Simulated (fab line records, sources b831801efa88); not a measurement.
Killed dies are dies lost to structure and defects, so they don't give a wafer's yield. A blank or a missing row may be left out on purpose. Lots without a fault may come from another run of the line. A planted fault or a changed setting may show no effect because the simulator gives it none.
fab line records | flow gf180mcu | part 2 of 2: steps 28 to 37 of 37
record lots=5 wafers=15 last_day=34
route steps=602 shown M5@527 V5@540
lots that met no fault: from a run of the same line without faults
start_h: hours from the record's first day to the start of the lot's first wafer shown | wait_h: hours since the lot's step before | " the same as in the row above | L1.1+2: a row that stands for several wafers | - no value, or no start given | * or withheld: withheld | < > ~ a bound
route shown NAME@n: a module of which the file shows steps, and the number in the route of the first | usual: mean/standard deviation of fault-free wafers | same: alike in all rows | chamber/n: place in a boat | sites: the reading at each site | _std_site: their standard deviation | _edge_site: outer sites' mean less inner sites' | radius_mm: how far each site lies from the wafer's centre | mask NAME#n: copy n | behind: the tool/chamber that last shaped the wafer | hold: why the lot was held/for how many hours/how that ended | device: the transistor (n, p or np) that didn't switch | end of line: the same wafers' tests at the end of the route | a step without rows: its recipe alone | killed: dies lost to structure and defects at the first sort, not the wafer's yield | map: a wafer's dies, x killed, . not, _ none there
set.NAME: the setting as run; set.NAME@STEP: as run at that earlier step | model.NAME: the simulator's own value behind a step, which no gauge read
lots at some steps of the route; a table a step, a row a wafer
services: from which hour (start_h, from the record's first day; less than 0 if before it) a tool's chamber was out of use, for how many hours, and why
## steps
# step GF_V5_CD_MEAS_14
# recipe target_cd_nm=260
# usual cd_nm=260.2/1.3
# columns lot.wafer tool chamber start_h wait_h cd_nm
L079.1 cd_sem-02 - 666.94 0.1 261.3
L079.4 " - " " 261.7
L079.6 " - " " 262.0
L084.2 cd_sem-02 - 703.41 0.1 258.0
L084.4 " - " " 258.4
L084.5 " - " " 259.1
L086.1 cd_sem-02 - 716.36 0.1 258.9
L086.4 " - " " 258.8
L086.5 " - " " 259.0
L089.2 cd_sem-01 - 739.08 0.1 260.6
L089.4 " - " " 263.1
L089.6 " - " " 260.4
L095.2 cd_sem-02 - 770.41 0.1 259.6
L095.4 " - " " 258.4
L095.6 " - " " 260.8
# step GF_V5_OVL_MEAS_15
# usual V5_OVL=-3/4.5
# columns lot.wafer tool chamber start_h wait_h V5_OVL[nm]
L079.1 overlay-02 - 667.06 0.1 -9
L079.4 " - " " -13
L079.6 " - " " -4
L084.2 overlay-02 - 703.52 0.1 -4
L084.4 " - " " -3
L084.5 " - " " -3
L086.1 overlay-02 - 716.48 0.1 -4
L086.4 " - " " -2
L086.5 " - " " -2
L089.2 overlay-01 - 739.19 0.1 -6
L089.4 " - " " -9
L089.6 " - " " -5
L095.2 overlay-02 - 770.51 0.1 -4
L095.4 " - " " -3
L095.6 " - " " -4
# step GF_V5_ETCH_16
# recipe chemistry=N2/H2 target_depth_a=withheld overetch_a=withheld time_s=withheld target=BARC ion_energy_ev=200 source_w=500 bias_w=100 pressure_mtorr=30 n2_flow_sccm=100 h2_flow_sccm=200
# usual drypump_motor_current_A=5.9/0.51 oes_product_au=0.855/0.0043 throttle_valve_pct=13.224/0.009
# columns lot.wafer tool chamber start_h wait_h drypump_motor_current_A oes_product_au throttle_valve_pct
L079.1 rie_diel-01 0 667.10 0.0 5.4 0.853 13.227
L079.4 " 1 " " 5.4 0.860 13.217
L079.6 " 0 " " 5.4 0.853 13.208
L084.2 rie_diel-01 3 703.55 0.0 6.6 0.860 13.232
L084.4 " 2 " " 6.2 0.853 13.231
L084.5 " 3 " " 6.6 0.860 13.224
L086.1 rie_diel-04 3 716.51 0.0 5.5 0.858 13.218
L086.4 " 0 " " 5.3 0.862 13.226
L086.5 " 3 " " 5.5 0.856 13.217
L089.2 rie_diel-04 1 739.22 0.0 6.2 0.852 13.205
L089.4 " 0 " " 5.3 0.857 13.224
L089.6 " 3 " " 5.5 0.850 13.215
L095.2 rie_diel-01 3 770.54 0.0 6.6 0.860 13.228
L095.4 " 1 " " 5.4 0.847 13.226
L095.6 " 2 " " 6.2 0.849 13.217
# step GF_V5_ETCH_17
# recipe chemistry=C4F8/O2/Ar mask_material=KrF target=SiO2 stop_on=TiN source_w=1500 bias_w=1200 pressure_mtorr=40 c4f8_flow_sccm=withheld O2_flow_sccm=6 Ar_flow_sccm=300 time_s=withheld target_depth_a=8550
# usual oes_product_au=0.859/0.005
# columns lot.wafer tool chamber start_h wait_h oes_product_au
L079.1 rie_diel-01 0 - - 0.864
L079.4 " 1 " " 0.859
L079.6 " 0 " " 0.872
L084.2 rie_diel-01 3 - - 0.863
L084.4 " 2 " " 0.863
L084.5 " 3 " " 0.858
L086.1 rie_diel-04 3 - - 0.862
L086.4 " 0 " " 0.851
L086.5 " 3 " " 0.864
L089.2 rie_diel-04 1 - - 0.855
L089.4 " 0 " " 0.859
L089.6 " 3 " " 0.857
L095.2 rie_diel-01 3 - - 0.855
L095.4 " 1 " " 0.858
L095.6 " 2 " " 0.862
# step GF_V5_STRIP_18
# recipe chemistry=O2/N2 power_w=1400 pressure_mtorr=1500 platen_temp_c=250 o2_flow_sccm=3000 n2_flow_sccm=300 overash_fraction=0.5
# usual drypump_motor_current_A=5.8/0.52 heater_power_w=349/37 oes_product_au=0.568/0.0051
# columns lot.wafer tool chamber start_h wait_h drypump_motor_current_A heater_power_w oes_product_au rf_hours_counter_h
L079.1 plasma_asher-04 0 667.25 - 5.1 334 0.565 27
L079.4 " 1 " " 6.4 326 0.579 -
L079.6 " 0 " " 5.1 345 0.556 -
L084.2 plasma_asher-04 1 703.70 - 6.4 320 0.572 31
L084.4 " 1 " " 6.4 329 0.571 -
L084.5 " 1 " " 6.4 314 0.560 -
L086.1 plasma_asher-03 1 716.67 - 6.3 411 0.577 63
L086.4 " 1 " " 6.3 401 0.570 -
L086.5 " 1 " " 6.3 410 0.571 -
L089.2 plasma_asher-03 1 739.37 - 6.3 407 0.568 65
L089.4 " 1 " " 6.3 398 0.570 -
L089.6 " 0 " " 5.3 328 0.567 -
L095.2 plasma_asher-04 0 770.70 - 5.1 340 0.565 40
L095.4 " 1 " " 6.4 328 0.570 -
L095.6 " 0 " " 5.1 337 0.562 -
# step GF_V5_STRIP_19
# recipe chemistry=post_etch_residue_remover time_s=1200 temp_c=72.5
# columns lot.wafer tool chamber start_h wait_h
L079.1+4+6 wet_bench-03 2 667.35 0.1
L084.2+4+5 wet_bench-02 3 703.80 0.1
L086.1+4+5 wet_bench-02 2 716.77 0.1
L089.2+4+6 wet_bench-02 3 739.47 0.1
L095.2+4+6 wet_bench-02 0 770.80 0.1
# step GF_V5_CLEAN_20
# recipe chemistry=DIW dry=n2_spin
# columns lot.wafer tool chamber start_h wait_h
L079.1+4+6 wet_bench-02 3 667.69 0.0
L084.2+4+5 wet_bench-04 3 704.14 0.0
L086.1+4+5 wet_bench-03 2 717.11 0.0
L089.2+4+6 wet_bench-04 0 739.84 0.0
L095.2+4+6 wet_bench-04 0 771.14 0.0
# step GF_V5_SPUTTER_21
# recipe material=Ti target_thk_nm=15 chamber_pressure_pa=5 power_w=2500 substrate_temp_c=200 time_s=80.02
# usual throttle_valve_pct=30.2/1
# columns lot.wafer tool chamber start_h wait_h throttle_valve_pct
L079.1 pvd_sputter-04 - 667.79 0.0 30.4
L079.4 " - " " 30.0
L079.6 " - " " 29.6
L084.2 pvd_sputter-02 - 704.23 0.0 30.9
L084.4 " - " " 31.2
L084.5 " - " " 31.4
L086.1 pvd_sputter-02 - 717.21 0.0 31.3
L086.4 " - " " 29.9
L086.5 " - " " 31.3
L089.2 pvd_sputter-04 - 739.94 0.0 30.7
L089.4 " - " " 30.1
L089.6 " - " " 31.0
L095.2 pvd_sputter-03 - 771.23 0.0 28.2
L095.4 " - " " 28.9
L095.6 " - " " 28.3
# step GF_V5_SPUTTER_22
# recipe material=TiN target_thk_nm=10 chamber_pressure_pa=5 power_w=4000 time_s=40
# usual throttle_valve_pct=30.2/1
# columns lot.wafer tool chamber start_h wait_h throttle_valve_pct
L079.1 pvd_sputter-04 - 667.85 0.0 30.8
L079.4 " - " " 29.9
L079.6 " - " " 30.0
L084.2 pvd_sputter-02 - 704.29 0.0 31.1
L084.4 " - " " 31.4
L084.5 " - " " 31.3
L086.1 pvd_sputter-02 - 717.27 0.0 31.2
L086.4 " - " " 29.6
L086.5 " - " " 31.2
L089.2 pvd_sputter-04 - 740.00 0.0 31.0
L089.4 " - " " 30.0
L089.6 " - " " 30.6
L095.2 pvd_sputter-03 - 771.29 0.0 28.2
L095.4 " - " " 29.3
L095.6 " - " " 28.4
# step GF_V5_CVD_23
# recipe material=W target_thk_nm=350 time_s=104.9 temp_c=400 pressure_torr=40
# usual heater_power_w=911/88
# columns lot.wafer tool chamber start_h wait_h heater_power_w
L079.1 cvd_w-01 0 667.89 0.0 806
L079.4 " 0 " " 793
L079.6 " 1 " " 923
L084.2 cvd_w-02 1 704.33 0.0 887
L084.4 " 1 " " 889
L084.5 " 0 " " 1081
L086.1 cvd_w-02 0 717.31 0.0 1060
L086.4 " 0 " " 1085
L086.5 " 0 " " 1030
L089.2 cvd_w-01 0 740.04 0.0 802
L089.4 " 1 " " 917
L089.6 " 1 " " 933
L095.2 cvd_w-02 0 771.33 0.0 1054
L095.4 " 1 " " 868
L095.6 " 1 " " 871
## services
# columns tool chamber start_h hours kind
wet_bench-02 - 613.70 5.0 repair
rie_diel-04 3 621.14 3.0 repair
rie_diel-04 - 629.86 0.8 repair
krf_scanner-01 - 653.57 1.0 pm
krf_scanner-01 - 675.90 1.6 repair
pvd_sputter-02 - 675.91 10.1 repair
rie_diel-01 0 676.42 3.7 repair
rie_diel-04 0 677.03 4.6 repair
krf_scanner-01 - 680.59 3.6 pm
hdpcvd-02 - 682.26 1.4 repair
rie_diel-03 0 685.92 2.9 repair
krf_scanner-01 - 692.90 4.0 pm
rie_diel-01 0 694.34 4.6 repair
wet_bench-02 - 700.17 3.5 repair
pvd_sputter-04 - 700.49 1.2 repair
krf_scanner-01 - 704.76 0.8 pm
wet_bench-01 - 709.57 1.9 pm
rie_diel-01 - 716.01 3.1 repair
rie_diel-01 0 736.75 3.9 repair
pvd_sputter-02 - 742.68 1.5 repair
rie_diel-04 0 744.51 10.0 repair
krf_scanner-01 - 750.33 1.3 pm
rie_diel-01 - 761.30 0.4 repair
rie_diel-03 2 764.80 1.5 repair
